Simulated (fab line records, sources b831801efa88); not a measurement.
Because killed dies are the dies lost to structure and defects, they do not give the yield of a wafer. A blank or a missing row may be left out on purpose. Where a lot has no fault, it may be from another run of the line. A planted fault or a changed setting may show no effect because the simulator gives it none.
What tool caused it? + flow sfq_line + Sampling: 7 lots, 21 wafers, 2 of 325 route steps

WHAT EACH GAUGE READ, for each wafer
SFQ_L0_RS_MEAS_901: uses a four-point probe to measure.
| lot  | measured    | on            | L0_MONX_KI_RS (ohm/sq)        |
|------|-------------|---------------|-------------------------------|
| L924 | day 1 17:36 | film_metro-01 | 43.6 43.2 43.2                |
| L927 | day 2 08:54 | film_metro-03 | 43.6 43.2 43.7                |
| L929 | day 2 18:35 | film_metro-01 | 44.2 43.9 43.6                |
| L931 | day 3 04:34 | film_metro-02 | 42.9 43.2 43.5                |
| L935 | day 4 00:38 | film_metro-02 | 43.1 43.5 43.5                |
| L937 | day 4 10:37 | film_metro-02 | 42.8 43.1 42.4                |
| L939 | day 4 20:43 | film_metro-03 | 33.7 33.8 33.7 33.7 33.9 33.9 |

WHAT TOOL EACH LOT RAN ON (gives the tool, then ch and the chambers of the sampled wafers, and finally the start)
| lot  | SFQ_TRILAYER_L0_DEP_SPUTTER_003 |
|------|---------------------------------|
| L924 | pvd_sputter-03, day 1 17:29     |
| L927 | pvd_sputter-03, day 2 08:29     |
| L929 | pvd_sputter-05, day 2 18:29     |
| L931 | pvd_sputter-06, day 3 04:29     |
| L935 | pvd_sputter-06, day 4 00:29     |
| L937 | pvd_sputter-03, day 4 10:29     |
| L939 | pvd_sputter-06, day 4 20:35     |
- SFQ_TRILAYER_L0_DEP_SPUTTER_003: material MoNx KI, target thk 40 nm, time 100 s.

THE ANSWER, worked out from the rows above alone
Rule: what is usual is taken from the lots themselves. Put in order of their means at a reading, lots are off if they are a third of the lots or fewer, leave a main group of 4 or more, and stand apart from it by a gap of 3 or more times the standard deviation of the main group's means; of several such gaps the widest counts. Not used: any main group whose means are identical at the precision the tables above print for the reading. A lot without any number at a reading at which 4 lots or more have one is off too. The other lots that the step has rows for count as sound.
Off: at SFQ_L0_RS_MEAS_901 (L0_MONX_KI_RS), L939. Mean 43.3 ohm/sq and standard deviation 0.34 in the main group.
A tool fits if, at a process step before that reading, it ran every lot that is off, and no sound lot after the first of them. The gauges at SFQ_L0_RS_MEAS_901 are tried like those tools. 2 tools fit, pvd_sputter-06 at SFQ_TRILAYER_L0_DEP_SPUTTER_003 and film_metro-03 at SFQ_L0_RS_MEAS_901, so this cannot tell which one it is.

WHAT WAS PUT IN BY THE SIMULATOR
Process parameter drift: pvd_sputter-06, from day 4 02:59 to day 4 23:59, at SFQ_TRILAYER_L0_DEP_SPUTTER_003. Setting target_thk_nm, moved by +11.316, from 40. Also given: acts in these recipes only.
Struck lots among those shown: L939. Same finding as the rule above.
